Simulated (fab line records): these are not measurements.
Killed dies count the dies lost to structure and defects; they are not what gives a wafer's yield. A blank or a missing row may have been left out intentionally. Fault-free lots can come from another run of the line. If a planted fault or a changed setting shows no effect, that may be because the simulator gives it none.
The tool behind it: which one? | flow sky130 | 13 lots, 39 wafers sampled, at 5 steps of a route of 708

## WHAT EACH GAUGE READ, for each wafer
SKY_LDD_P_TW_MEAS_11.
lot  | measured     | on            | LDD_P_TW
L192 | day 18 16:19 | film metro-04 | 630 626 627
L194 | day 19 08:59 | film metro-02 | 638 636 637
L197 | day 20 14:31 | film metro-01 | 627 632 628
L198 | day 21 00:58 | film metro-02 | 642 638 639
L199 | day 21 14:28 | film metro-01 | 629 634 629
L200 | day 22 20:31 | film metro-01 | 625 628 628
L201 | day 23 02:46 | film metro-04 | 629 628 631
L205 | day 23 20:47 | film metro-02 | 587 584 586
L207 | day 24 12:36 | film metro-02 | 592 593 588
L211 | day 26 00:40 | film metro-02 | 642 641 640
L213 | day 26 08:59 | film metro-02 | 642 641 642
L214 | day 26 18:04 | film metro-02 | 640 641 641
L215 | day 27 07:19 | film metro-01 | 634 635 633

SKY_CONTACT_THK_MEAS_03.
lot  | measured     | on            | CONTACT_HDPCVD_THK (nm)
L192 | day 30 01:40 | film metro-03 | 562 571 562
L194 | day 30 18:20 | film metro-03 | 564 566 559
L197 | day 31 19:53 | film metro-04 | 578 570 571
L198 | day 32 05:20 | film metro-03 | 565 571 567
L199 | day 32 17:37 | film metro-03 | 567 567 566
L200 | day 33 18:02 | film metro-03 | 562 565 563
L201 | day 34 09:38 | film metro-01 | 573 576 569
L205 | day 34 18:06 | film metro-01 | 567 564 567
L207 | day 35 09:28 | film metro-03 | 568 571 569
L211 | day 36 16:38 | film metro-04 | 573 573 580
L213 | day 37 01:47 | film metro-03 | 571 563 567
L214 | day 37 10:02 | film metro-01 | 577 571 565
L215 | day 37 19:29 | film metro-04 | 573 563 571

SKY_CONTACT_OVL_MEAS_15.
lot  | measured     | on         | CONTACT_OVL (nm)
L192 | day 31 06:20 | overlay-01 | -7 1 3
L194 | day 31 23:02 | overlay-01 | 6 2 8
L197 | day 33 00:17 | overlay-02 | -2 0 6
L198 | day 33 09:47 | overlay-02 | 1 -4 -2
L199 | day 33 21:20 | overlay-01 | -1 -2 0
L200 | day 34 21:14 | overlay-02 | -1 -6 3
L201 | day 35 12:35 | overlay-01 | 2 -2 -10
L205 | day 35 21:26 | overlay-02 | -6 -8 -1
L207 | day 36 12:30 | overlay-02 | 2 5 -1
L211 | day 37 19:32 | overlay-01 | -10 -8 -9
L213 | day 38 04:23 | overlay-02 | -4 -11 -6
L214 | day 38 12:23 | overlay-02 | -3 -2 0
L215 | day 38 21:08 | overlay-02 | -10 -12 -7

SKY_CONTACT_RS_MEAS_25: a four-point-probe measurement.
lot  | measured     | on            | CONTACT_W_RS (ohm/sq)
L192 | day 31 07:17 | film metro-01 | 0.334 0.339 0.336
L194 | day 32 00:02 | film metro-01 | 0.336 0.342 0.343
L197 | day 33 01:13 | film metro-03 | 0.339 0.340 0.340
L198 | day 33 10:52 | film metro-04 | 0.342 0.339 0.344
L199 | day 33 22:22 | film metro-04 | 0.333 0.334 0.335
L200 | day 34 22:10 | film metro-03 | 0.342 0.336 0.339
L201 | day 35 13:31 | film metro-03 | 0.343 0.337 0.342
L205 | day 35 22:24 | film metro-01 | 0.341 0.336 0.343
L207 | day 36 13:29 | film metro-01 | 0.335 0.337 0.338
L211 | day 37 20:33 | film metro-04 | 0.339 0.335 0.337
L213 | day 38 05:21 | film metro-01 | 0.339 0.340 0.339
L214 | day 38 13:22 | film metro-04 | 0.338 0.338 0.332
L215 | day 38 22:05 | film metro-01 | 0.342 0.339 0.344

## WHICH TOOL RAN EACH LOT (tool, then ch and the chambers of the sampled wafers, then the start)
lot  | SKY_LDD_P_IMPLANT_09
L192 | implanter-04 ch 0, day 18 16:05
L194 | implanter-01 ch 0, day 19 08:46
L197 | implanter-04 ch 0, day 20 14:16
L198 | implanter-02 ch 0, day 21 00:43
L199 | implanter-01 ch 0, day 21 14:13
L200 | implanter-02 ch 0, day 22 20:16
L201 | implanter-02 ch 0, day 23 02:31
L205 | implanter-02 ch 0, day 23 20:34
L207 | implanter-02 ch 0, day 24 12:23
L211 | implanter-04 ch 0, day 26 00:25
L213 | implanter-01 ch 0, day 26 08:45
L214 | implanter-01 ch 0, day 26 17:49
L215 | implanter-04 ch 0, day 27 07:05
- SKY_LDD_P_IMPLANT_09

## WHAT THE TOOLS THEMSELVES READ (means of the sampled wafers that have a number; where no wafer has one, the mark that the record gives instead)
SKY_LDD_P_IMPLANT_09.
lot  | tool         | beam on s (s) | end station pressure torr (Torr) | faraday current uA
L192 | implanter-04 | 9.83          | 4.73e-06                         | 57.3
L194 | implanter-01 | 9.78          | 4.89e-06                         | 57.7
L197 | implanter-04 | 9.93          | 5.16e-06                         | 56.7
L198 | implanter-02 | 10.03         | 5.07e-06                         | 56.3
L199 | implanter-01 | 9.81          | 4.84e-06                         | 57.4
L200 | implanter-02 | 10.06         | 4.95e-06                         | 56.1
L201 | implanter-02 | 9.98          | 4.93e-06                         | 56.7
L205 | implanter-02 | 7.78          | 5.02e-06                         | 72.7
L207 | implanter-02 | 7.80          | 4.79e-06                         | 72.5
L211 | implanter-04 | 9.91          | 5.13e-06                         | 56.9
L213 | implanter-01 | 9.94          | 5.16e-06                         | 56.8
L214 | implanter-01 | 10.03         | 5.14e-06                         | 56.1
L215 | implanter-04 | 10.08         | 5.24e-06                         | 55.9

## THE ANSWER, worked out from the rows above alone
Rule: usual is defined by the lots themselves. The widest of any qualifying gaps counts: lots, ordered by their means at a reading, are off when they make up no more than a third of the lots, leave a main group of 4 or more, and stand apart from it by 3 or more times the standard deviation of that group's means. The tables above print the reading to a certain number of digits; a main group whose means all agree to those digits is not used. Also off: a lot with no number at a reading for which 4 or more lots have one. The other lots that the step has rows for count as sound. Order of review: gauges by route order, followed by the tools' own readings, for which a lot's mean as printed above is used. The first step at which some lot is off is used, and at that step the reading that is off furthest; a lot without a number counts as furthest.
Off: L205, L207, at SKY_LDD_P_TW_MEAS_11 (LDD_P_TW). For the main group the mean is 634 and the standard deviation 5.6.
If a tool, at a process step before that reading, ran all the lots that are off and no sound lot after the first of them, it fits. The gauges at SKY_LDD_P_TW_MEAS_11 aren't tried: what is off there is off at SKY_LDD_P_IMPLANT_09 too, on other tools, and a gauge's error can't cause that. One fits: SKY_LDD_P_IMPLANT_09 on implanter-02. A fault onset in the window from L201 (day 23 02:31, its last sound lot) to L205 (day 23 20:34, its first lot off) fits.
The tool's own readings at SKY_LDD_P_IMPLANT_09 bear it out: on the lots that are off they differ by more than 5 times the standard deviation of the sound lots' means. beam on s reads 7.79 s there against 9.94 s on the sound lots; faraday current uA reads 72.6 there against 56.7 on the sound lots.

## WHAT WAS PUT IN BY THE SIMULATOR
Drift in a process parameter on implanter-02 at SKY_LDD_P_IMPLANT_09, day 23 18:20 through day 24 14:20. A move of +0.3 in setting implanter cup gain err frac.
Lots struck among those shown: L205, L207. The rule above found the same.
